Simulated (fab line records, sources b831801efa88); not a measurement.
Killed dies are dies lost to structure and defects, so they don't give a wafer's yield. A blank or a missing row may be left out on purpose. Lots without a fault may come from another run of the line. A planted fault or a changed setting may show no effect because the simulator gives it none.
Split-lot experiment | flow sky130 | 5 lots, 23 wafers read, on a route of 708 steps

THE SPLIT
At SKY_POLY_GATE_IMPLANT_02, the setting energy_kev was moved away from the recipe's 30 on 8 of the 23 wafers read, by -3.4% to +5.9%. The other wafers ran this setting at the recipe's value.

FROM THE SPLIT TO THE READING: what the file shows between them, 1 step
- SKY_RES_PROTECT_STRIP_07: strips in O2/N2

THE READING
POLY_GATE_TW, at SKY_RES_PROTECT_TW_MEAS_08. Fault-free wafers of this fab line usually give 4056, standard deviation 28.

wafer  | tool, chamber at the split | energy_kev as run | against the recipe | POLY_GATE_TW | against lot-mates on the recipe
L074.1 | implanter-04, 0            | 30                | recipe             | 4038         | -
L074.2 | implanter-04, 0            | 28.99             | -3.4%              | 4000         | -34
L074.3 | implanter-04, 0            | 28.99             | -3.4%              | 3994         | -40
L074.5 | implanter-04, 0            | 30                | recipe             | 4031         | -
L074.6 | implanter-04, 0            | 28.99             | -3.4%              | 4021         | -14
L077.1 | implanter-03, 0            | 30                | recipe             | 4098         | -
L077.2 | implanter-03, 0            | 31.76             | +5.9%              | 4157         | +67
L077.3 | implanter-03, 0            | 30                | recipe             | 4097         | -
L077.4 | implanter-03, 0            | 31.76             | +5.9%              | 4171         | +81
L077.5 | implanter-03, 0            | 30                | recipe             | 4076         | -
L079.2 | implanter-04, 0            | 30.63             | +2.1%              | 4128         | +40
L079.3 | implanter-04, 0            | 30                | recipe             | 4097         | -
L079.4 | implanter-04, 0            | 30.63             | +2.1%              | 4129         | +41
L079.5 | implanter-04, 0            | 30                | recipe             | 4079         | -
L079.6 | implanter-04, 0            | 30.63             | +2.1%              | 4130         | +42
L080.1 | implanter-04, 0            | 30                | recipe             | 4048         | -
L080.2 | implanter-04, 0            | 30                | recipe             | 4064         | -
L080.3 | implanter-04, 0            | 30                | recipe             | 4057         | -
L080.4 | implanter-04, 0            | 30                | recipe             | 4074         | -
L080.5 | implanter-04, 0            | 30                | recipe             | 4057         | -
L082.4 | implanter-01, 0            | 30                | recipe             | 4101         | -
L082.5 | implanter-01, 0            | 30                | recipe             | 4086         | -
L082.6 | implanter-01, 0            | 30                | recipe             | 4080         | -

THE FIT
A straight line over all 23 wafers: POLY_GATE_TW changes by +18.2 for each +1% of energy_kev; r = +0.90; the points scatter about the line by 21.
The same after taking each lot's own level away (the mean of its wafers on the recipe; 23 wafers): +12 for each +1%; r = +0.93; scatter 11.
On that fit, the largest move of energy_kev shifts the reading by 70.
The lots' own levels span 4034.5 to 4090.3, that is 2.0 times the standard deviation above.
So the lot-to-lot level changes the slope: the two fits differ.
Check: with one of the wafers moved furthest among these (+5.9%) left out of the fit, the line predicts +77.4 for it against its lot-mates. It came out at +66.7 against them.

OTHER SPLITS ON THESE WAFERS
These wafers also went through other splits before the reading. Each is held against what the fit with the lots' levels taken away leaves over:
other split on the same wafers           | wafers away from the commonest value | r with POLY_GATE_TW (lot level and that fit taken away)
SKY_VT_ADJUST_HVTP_SOFTBAKE_03 temp_c    | 10                                   | -0.23
SKY_VT_ADJUST_LVTN_IMPLANT_08 energy_kev | 11                                   | +0.17
SKY_VT_ADJUST_HVTR_STRIP_10 power_w      | 7                                    | -0.23
SKY_SONOS_TUNNEL_COAT_02 spin_rpm        | 8                                    | +0.01
SKY_SONOS_TUNNEL_IMPLANT_09 energy_kev   | 10                                   | +0.00
SKY_SONOS_ONO_OXIDATION_00 ox_time_s     | 18                                   | +0.01
SKY_SONOS_ONO_DEVELOP_12 dev_temp_c      | 8                                    | +0.00
SKY_SONOS_ONO_ETCH_15 source_w           | 7                                    | +0.19
SKY_GATE_OXIDE_COAT_05 resist_thk_nm     | 5                                    | -0.47

THE WHOLE CHAIN: every reading that the file lists as answering this split, in the file's order
step                       | what it does    | reading                                                         | change (the file's fit)               | r (the file's)
SKY_POLY_GATE_IMPLANT_02   |                 | implant.rp_nm (the simulator's own value, which no gauge read)  | +0.324 nm for each +1% of the setting | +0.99
SKY_POLY_GATE_IMPLANT_02   |                 | implant.drp_nm (the simulator's own value, which no gauge read) | +0.13 nm for each +1% of the setting  | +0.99
SKY_RES_PROTECT_STRIP_07   | strips in O2/N2 | strip_time_to_endpoint_s                                        | withheld for each +1% of the setting  | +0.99
SKY_RES_PROTECT_TW_MEAS_08 |                 | POLY_GATE_TW                                                    | +12.3 for each +1% of the setting     | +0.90

THE FILE'S OWN FIT
POLY_GATE_TW changes by +12.3 for each +1% of energy_kev, r = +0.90.
